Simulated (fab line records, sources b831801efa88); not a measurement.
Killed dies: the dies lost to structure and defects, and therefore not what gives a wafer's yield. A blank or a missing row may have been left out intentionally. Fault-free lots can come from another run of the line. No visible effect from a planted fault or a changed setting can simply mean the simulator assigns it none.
The tool behind it: which one? / flow sky130 / Sampling: 9 lots, 27 wafers, 3 of 708 route steps

WHAT THE GAUGES SHOWED, per wafer
SKY_CAP2M_RS_MEAS_03: the measuring method here is four-point-probe.
lot=L349; measured=day 39 09:57; on=film-metro-01; CAP2M_TIN_RS (ohm/sq)=6.95 6.78 6.88
lot=L351; measured=day 40 21:29; on=film-metro-01; CAP2M_TIN_RS (ohm/sq)=6.79 6.77 6.76
lot=L353; measured=day 42 07:05; on=film-metro-01; CAP2M_TIN_RS (ohm/sq)=7.05 7.02 6.97
lot=L357; measured=day 42 20:21; on=film-metro-01; CAP2M_TIN_RS (ohm/sq)=6.81 6.84 6.84
lot=L358; measured=day 42 20:52; on=film-metro-01; CAP2M_TIN_RS (ohm/sq)=7.74 7.63 7.64
lot=L361; measured=day 43 18:50; on=film-metro-01; CAP2M_TIN_RS (ohm/sq)=7.69 7.65 7.63
lot=L360; measured=day 43 22:49; on=film-metro-02; CAP2M_TIN_RS (ohm/sq)=6.80 6.74 6.83
lot=L368; measured=day 45 11:07; on=film-metro-02; CAP2M_TIN_RS (ohm/sq)=6.91 6.87 6.76
lot=L370; measured=day 45 21:49; on=film-metro-02; CAP2M_TIN_RS (ohm/sq)=6.86 6.74 6.76

EACH LOT AND THE TOOL THAT RAN IT (in order: tool; ch and the chambers of the sampled wafers; start)
lot=L349; SKY_METAL3_STRIP_19=plasma-asher-01 ch 1, day 38 05:25; SKY_CAP2M_SPUTTER_02=pvd-sputter-01, day 39 09:49
lot=L351; SKY_METAL3_STRIP_19=plasma-asher-04 ch 0,1, day 39 18:18; SKY_CAP2M_SPUTTER_02=pvd-sputter-02, day 40 21:22
lot=L353; SKY_METAL3_STRIP_19=plasma-asher-02 ch 1, day 41 02:25; SKY_CAP2M_SPUTTER_02=pvd-sputter-02, day 42 06:56
lot=L357; SKY_METAL3_STRIP_19=plasma-asher-02 ch 0,1, day 41 18:31; SKY_CAP2M_SPUTTER_02=pvd-sputter-02, day 42 20:14
lot=L358; SKY_METAL3_STRIP_19=plasma-asher-04 ch 0,1, day 41 18:44; SKY_CAP2M_SPUTTER_02=pvd-sputter-02, day 42 20:45
lot=L361; SKY_METAL3_STRIP_19=plasma-asher-02 ch 0,1, day 42 16:59; SKY_CAP2M_SPUTTER_02=pvd-sputter-02, day 43 18:43
lot=L360; SKY_METAL3_STRIP_19=plasma-asher-04 ch 0,1, day 42 21:44; SKY_CAP2M_SPUTTER_02=pvd-sputter-04, day 43 22:43
lot=L368; SKY_METAL3_STRIP_19=plasma-asher-02 ch 0,1, day 44 10:46; SKY_CAP2M_SPUTTER_02=pvd-sputter-01, day 45 11:00
lot=L370; SKY_METAL3_STRIP_19=plasma-asher-04 ch 0, day 44 18:04; SKY_CAP2M_SPUTTER_02=pvd-sputter-04, day 45 21:41
- SKY_METAL3_STRIP_19: strips in O2/N2.
- SKY_CAP2M_SPUTTER_02: material TiN, target thk 200 nm, time 166.7 s.

THE ANSWER, worked out from the rows above alone
Rule: the lots themselves supply what counts as usual. The widest of any qualifying gaps counts: lots, ordered by their means at a reading, are off when they make up no more than a third of the lots, leave a main group of 4 or more, and stand apart from it by 3 or more times the standard deviation of that group's means. If all means in a main group match to the digits the tables above print for the reading, that group is not used. A lot without any number at a reading at which 4 lots or more have one is off too. All remaining lots with rows at the step are treated as sound.
Off: at SKY_CAP2M_RS_MEAS_03 (CAP2M_TIN_RS), L358, L361. The main group: mean 6.84 ohm/sq, standard deviation 0.076.
A tool fits if, at a process step before that reading, it ran every lot that is off, and no sound lot after the first of them. The gauges at SKY_CAP2M_RS_MEAS_03 are tried like those tools. Undecided on this evidence; 2 tools fit (pvd-sputter-02 at SKY_CAP2M_SPUTTER_02, film-metro-01 at SKY_CAP2M_RS_MEAS_03).

WHAT THE SIMULATOR HAD PUT IN
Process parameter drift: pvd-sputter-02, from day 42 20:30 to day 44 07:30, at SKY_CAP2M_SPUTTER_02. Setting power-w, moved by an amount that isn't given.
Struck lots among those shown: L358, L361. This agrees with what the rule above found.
